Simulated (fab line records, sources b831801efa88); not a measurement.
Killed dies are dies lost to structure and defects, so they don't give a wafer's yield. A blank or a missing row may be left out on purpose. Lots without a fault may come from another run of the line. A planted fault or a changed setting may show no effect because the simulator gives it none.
Which tool did it? | flow gf180mcu | 14 lots, 42 wafers sampled, at 4 steps of a route of 602

WHAT THE GAUGES READ, wafer by wafer
GF_MIM_THK_MEAS_11: measures by xrf. Usual: MIM_ALCU_THK 198.9 nm, standard deviation 2.7.
lot  | measured     | on            | MIM_ALCU_THK (nm) | flag
L663 | day 24 16:27 | film_metro-02 | 197.2 197.2 199.7 |
L665 | day 25 03:48 | film_metro-04 | 198.1 200.2 200.2 |
L667 | day 25 22:13 | film_metro-01 | 196.5 198.9 195.9 |
L668 | day 26 05:02 | film_metro-01 | 196.1 198.1 196.9 |
L669 | day 26 10:35 | film_metro-04 | 204.6 201.6 204.2 |
L670 | day 26 23:53 | film_metro-01 | 194.3 196.8 195.7 |
L679 | day 29 15:00 | film_metro-01 | 197.6 198.5 199.1 |
L680 | day 29 23:02 | film_metro-04 | 203.1 201.5 202.2 |
L681 | day 30 05:04 | film_metro-02 | 201.3 197.2 199.2 |
L682 | day 30 09:28 | film_metro-04 | 196.7 197.1 196.7 |
L683 | day 30 21:43 | film_metro-01 | 201.9 200.0 200.9 |
L684 | day 31 01:59 | film_metro-01 | 194.4 198.7 195.8 |
L685 | day 31 12:17 | film_metro-04 | 199.7 200.5 199.3 |
L686 | day 31 18:50 | film_metro-01 | 195.4 197.4 197.0 |

GF_V5_OVL_MEAS_15. Usual: V5_OVL -4 nm, standard deviation 6.4.
lot  | measured     | on         | V5_OVL (nm) | flag
L663 | day 27 08:56 | overlay-01 | -8 -7 -12   |
L665 | day 27 20:07 | overlay-02 | 5 -4 -3     |
L667 | day 28 13:44 | overlay-01 | -12 0 -4    |
L668 | day 28 19:01 | overlay-02 | 0 10 -3     |
L679 | day 31 22:47 | overlay-02 | -4 -4 -6    |
L680 | day 32 05:50 | overlay-02 | -11 -14 -12 |
L681 | day 32 14:39 | overlay-01 | 1 -3 1      |
L682 | day 32 15:53 | overlay-02 | -11 -6 -2   |
L683 | day 33 00:58 | overlay-01 | -7 -11 -13  |
L684 | day 33 05:18 | overlay-01 | 4 0 -9      |
L685 | day 33 14:18 | overlay-01 | 0 -5 4      |
L686 | day 33 19:29 | overlay-02 | -11 -10 -12 |

WHICH TOOL RAN EACH LOT (tool, then ch and the chambers of the sampled wafers, then the start)
lot  | GF_MIM_SPUTTER_01            | GF_M5_PEB_05
L663 | pvd_sputter-03, day 24 16:01 | litho_track-03 ch 0, day 26 10:34
L665 | pvd_sputter-03, day 25 03:21 | litho_track-01 ch 0, day 26 21:43
L667 | pvd_sputter-03, day 25 21:47 | litho_track-01 ch 0, day 27 16:11
L668 | pvd_sputter-04, day 26 04:35 | litho_track-04 ch 0, day 27 22:23
L669 | pvd_sputter-04, day 26 10:08 | litho_track-01, day 28 03:01
L670 | pvd_sputter-03, day 26 23:26 | litho_track-04, day 28 15:26
L679 | pvd_sputter-01, day 29 14:34 | litho_track-03 ch 0, day 31 03:16
L680 | pvd_sputter-01, day 29 22:36 | litho_track-03 ch 0, day 31 10:25
L681 | pvd_sputter-04, day 30 04:37 | litho_track-03 ch 0, day 31 20:22
L682 | pvd_sputter-01, day 30 09:01 | litho_track-01 ch 0, day 31 20:53
L683 | pvd_sputter-01, day 30 21:17 | litho_track-01 ch 0, day 32 07:32
L684 | pvd_sputter-03, day 31 01:32 | litho_track-04 ch 0, day 32 12:16
L685 | pvd_sputter-03, day 31 11:50 | litho_track-01 ch 0, day 32 21:40
L686 | pvd_sputter-01, day 31 18:23 | litho_track-03 ch 0, day 33 02:28
- GF_MIM_SPUTTER_01: material TiN, target thk 30 nm, time 25 s.
- GF_M5_PEB_05: peb time 90 s.

WHAT THE TOOLS THEMSELVES READ (means of the sampled wafers that have a number; where no wafer has one, the mark that the record gives instead)
GF_MIM_SPUTTER_01. Usual: throttle_valve_pct 30.1 %, standard deviation 1.2.
lot  | tool           | throttle_valve_pct (%) | flag
L663 | pvd_sputter-03 | 30.6                   |
L665 | pvd_sputter-03 | 29.8                   |
L667 | pvd_sputter-03 | 29.8                   |
L668 | pvd_sputter-04 | 30.4                   |
L669 | pvd_sputter-04 | 29.8                   |
L670 | pvd_sputter-03 | 31.1                   |
L679 | pvd_sputter-01 | 30.3                   |
L680 | pvd_sputter-01 | 29.6                   |
L681 | pvd_sputter-04 | 29.1                   |
L682 | pvd_sputter-01 | 29.6                   |
L683 | pvd_sputter-01 | 29.8                   |
L684 | pvd_sputter-03 | 31.2                   |
L685 | pvd_sputter-03 | 30.1                   |
L686 | pvd_sputter-01 | 29.7                   |

GF_M5_PEB_05. Usual: chill_plate_temp_C 23.02 C, standard deviation 0.11; exhaust_pa 44.9 Pa, standard deviation 0.96.
lot  | tool           | chill_plate_temp_C (C) | exhaust_pa (Pa) | flag
L663 | litho_track-03 | 23.04                  | 44.4            |
L665 | litho_track-01 | 23.10                  | 45.4            |
L667 | litho_track-01 | 23.01                  | 44.8            |
L668 | litho_track-04 | 22.93                  | 45.4            |
L669 | litho_track-01 | -                      | -               | OFF
L670 | litho_track-04 | -                      | -               | OFF
L679 | litho_track-03 | 23.05                  | 44.5            |
L680 | litho_track-03 | 22.88                  | 44.9            |
L681 | litho_track-03 | 23.19                  | 44.6            |
L682 | litho_track-01 | 23.16                  | 44.3            |
L683 | litho_track-01 | 23.00                  | 45.4            |
L684 | litho_track-04 | 22.92                  | 44.7            |
L685 | litho_track-01 | 23.05                  | 45.0            |
L686 | litho_track-03 | 23.10                  | 47.0            |

THE ANSWER, worked out from the rows above alone
Rule: a lot is off if the mean of its wafers that have a number lies more than 3 standard deviations from the usual mean. A lot without any number at a reading at which 4 lots or more have one is off too. The other lots that the step has rows for count as sound. The gauges are gone through in route order, then the tools' own readings, and for those a lot's mean is taken as printed above. The first step at which some lot is off is used, and at that step the reading that is off furthest; a lot without a number counts as furthest.
Off: L669, L670, at GF_M5_PEB_05 (chill_plate_temp_C). Without a number there: L669, L670.
A tool fits if, at that step or a process step before it, it ran every lot that is off, and no sound lot after the first of them. None of those tried fits.

WHAT THE SIMULATOR HAD PUT IN
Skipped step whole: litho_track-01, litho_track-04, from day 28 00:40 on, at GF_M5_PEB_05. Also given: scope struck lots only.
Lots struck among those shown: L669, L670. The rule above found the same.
